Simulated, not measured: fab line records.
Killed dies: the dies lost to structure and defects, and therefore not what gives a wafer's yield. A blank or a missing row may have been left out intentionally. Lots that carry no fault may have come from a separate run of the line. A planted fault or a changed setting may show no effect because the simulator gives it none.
Lot-split experiment :: flow sky130 :: 5 lots, 23 wafers read, on a route of 708 steps

ABOUT THE SPLIT
At SKY_VIA4_EXPOSE_08 (exposes mask VIM4, target cd 800 nm), the setting dose_mj was moved away from the recipe's 132 on 10 of the 23 wafers read, by -3.2% to +7.3%. This setting was run at the recipe's value on the other wafers.

FROM THE SPLIT TO THE READING: what the file shows between them, 2 steps
- SKY_VIA4_PEB_09
- SKY_VIA4_DEVELOP_10: develop time 60 s

THE READING
VIA4.cd_nm (the simulator's own value, which no gauge read), in nm, at SKY_VIA4_ETCH_12 (etches SiO2 in C4F8/O2/Ar, stops on TiN, target depth 580 nm). There is no usual value for it anywhere in the file. Average 799.2 nm, standard deviation 1.6 nm, over the 13 wafers here run with the recipe.

wafer: L074.1
tool, chamber at the split: iline_stepper-02, 0
dose_mj as run: 132
against the recipe: recipe
VIA4.cd_nm, nm: 797.4
against lot-mates on the recipe: -

wafer: L074.2
tool, chamber at the split: iline_stepper-02, 0
dose_mj as run: 132
against the recipe: recipe
VIA4.cd_nm, nm: 797
against lot-mates on the recipe: -

wafer: L074.3
tool, chamber at the split: iline_stepper-02, 0
dose_mj as run: 127.8
against the recipe: -3.2%
VIA4.cd_nm, nm: 788.4
against lot-mates on the recipe: -8.9

wafer: L074.4
tool, chamber at the split: iline_stepper-02, 0
dose_mj as run: 132
against the recipe: recipe
VIA4.cd_nm, nm: 797.5
against lot-mates on the recipe: -

wafer: L074.6
tool, chamber at the split: iline_stepper-02, 0
dose_mj as run: 127.8
against the recipe: -3.2%
VIA4.cd_nm, nm: 788.3
against lot-mates on the recipe: -9.0

wafer: L078.1
tool, chamber at the split: iline_stepper-02, 0
dose_mj as run: 139.3
against the recipe: +5.5%
VIA4.cd_nm, nm: 813.6
against lot-mates on the recipe: +15.0

wafer: L078.2
tool, chamber at the split: iline_stepper-02, 0
dose_mj as run: 132
against the recipe: recipe
VIA4.cd_nm, nm: 799.7
against lot-mates on the recipe: -

wafer: L078.4
tool, chamber at the split: iline_stepper-02, 0
dose_mj as run: 139.3
against the recipe: +5.5%
VIA4.cd_nm, nm: 814.9
against lot-mates on the recipe: +16.3

wafer: L078.5
tool, chamber at the split: iline_stepper-02, 0
dose_mj as run: 139.3
against the recipe: +5.5%
VIA4.cd_nm, nm: 814.2
against lot-mates on the recipe: +15.6

wafer: L078.6
tool, chamber at the split: iline_stepper-02, 0
dose_mj as run: 132
against the recipe: recipe
VIA4.cd_nm, nm: 797.5
against lot-mates on the recipe: -

wafer: L081.2
tool, chamber at the split: iline_stepper-02, 0
dose_mj as run: 132
against the recipe: recipe
VIA4.cd_nm, nm: 799.3
against lot-mates on the recipe: -

wafer: L081.3
tool, chamber at the split: iline_stepper-02, 0
dose_mj as run: 132
against the recipe: recipe
VIA4.cd_nm, nm: 800.2
against lot-mates on the recipe: -

wafer: L081.6
tool, chamber at the split: iline_stepper-02, 0
dose_mj as run: 132
against the recipe: recipe
VIA4.cd_nm, nm: 802.3
against lot-mates on the recipe: -

wafer: L083.1
tool, chamber at the split: iline_stepper-02, 0
dose_mj as run: 141.7
against the recipe: +7.3%
VIA4.cd_nm, nm: 819.2
against lot-mates on the recipe: +19.2

wafer: L083.2
tool, chamber at the split: iline_stepper-02, 0
dose_mj as run: 141.7
against the recipe: +7.3%
VIA4.cd_nm, nm: 821.6
against lot-mates on the recipe: +21.6

wafer: L083.4
tool, chamber at the split: iline_stepper-02, 0
dose_mj as run: 132
against the recipe: recipe
VIA4.cd_nm, nm: 799.8
against lot-mates on the recipe: -

wafer: L083.5
tool, chamber at the split: iline_stepper-02, 0
dose_mj as run: 141.7
against the recipe: +7.3%
VIA4.cd_nm, nm: 819.7
against lot-mates on the recipe: +19.8

wafer: L083.6
tool, chamber at the split: iline_stepper-02, 0
dose_mj as run: 132
against the recipe: recipe
VIA4.cd_nm, nm: 800.1
against lot-mates on the recipe: -

wafer: L085.1
tool, chamber at the split: iline_stepper-01, 0
dose_mj as run: 132
against the recipe: recipe
VIA4.cd_nm, nm: 798.2
against lot-mates on the recipe: -

wafer: L085.2
tool, chamber at the split: iline_stepper-01, 0
dose_mj as run: 139.7
against the recipe: +5.8%
VIA4.cd_nm, nm: 813
against lot-mates on the recipe: +13.4

wafer: L085.3
tool, chamber at the split: iline_stepper-01, 0
dose_mj as run: 139.7
against the recipe: +5.8%
VIA4.cd_nm, nm: 814.7
against lot-mates on the recipe: +15.1

wafer: L085.4
tool, chamber at the split: iline_stepper-01, 0
dose_mj as run: 132
against the recipe: recipe
VIA4.cd_nm, nm: 801.5
against lot-mates on the recipe: -

wafer: L085.6
tool, chamber at the split: iline_stepper-01, 0
dose_mj as run: 132
against the recipe: recipe
VIA4.cd_nm, nm: 799.2
against lot-mates on the recipe: -

FIT RESULTS
A straight line over all 23 wafers: VIA4.cd_nm changes by +2.83 nm for each +1% of dose_mj; r = +0.99; the points scatter about the line by 1.5 nm.
The same after taking each lot's own level away (the mean of its wafers on the recipe; 23 wafers): +2.72 nm for each +1%; r = +0.99; scatter 1.1 nm.
The reading moves by 20 nm for the largest change in dose_mj, on that fit.
The span of the lots' own levels, 797.30 to 800.60 nm, comes to 2.1 times the standard deviation stated above.
Hence the lot-to-lot level has little effect on the slope; both slopes agree.
Check: for one of the wafers moved furthest among these (+7.3%), held out of the fit, the line's prediction against its lot-mates is +20.1 nm. Against them it came out at +19.2 nm.

OTHER SPLITS ON THESE WAFERS
These wafers also went through other splits before the reading. Each is held against what the fit with the lots' levels taken away leaves over:
other split on the same wafers: SKY_CAPM_EXPOSE_09 dose_mj
wafers away from the commonest value: 8
r with VIA4.cd_nm (lot level and that fit taken away): -0.05

other split on the same wafers: SKY_METAL3_METAL_ETCH_18 over_etch_frac
wafers away from the commonest value: 6
r with VIA4.cd_nm (lot level and that fit taken away): -0.06

other split on the same wafers: SKY_VIA3_CVD_21 pressure_torr
wafers away from the commonest value: 10
r with VIA4.cd_nm (lot level and that fit taken away): -0.19

other split on the same wafers: SKY_CAP2M_EXPOSE_09 dose_mj
wafers away from the commonest value: 5
r with VIA4.cd_nm (lot level and that fit taken away): +0.05

other split on the same wafers: SKY_CAP2M_STRIP_14 o2_flow_sccm
wafers away from the commonest value: 9
r with VIA4.cd_nm (lot level and that fit taken away): -0.07

other split on the same wafers: SKY_VIA4_HDPCVD_00 time_s
wafers away from the commonest value: 10
r with VIA4.cd_nm (lot level and that fit taken away): -0.05

FILE'S OWN FIT
VIA4.cd_nm changes by +2.69 nm for each +1% of dose_mj, r = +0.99.
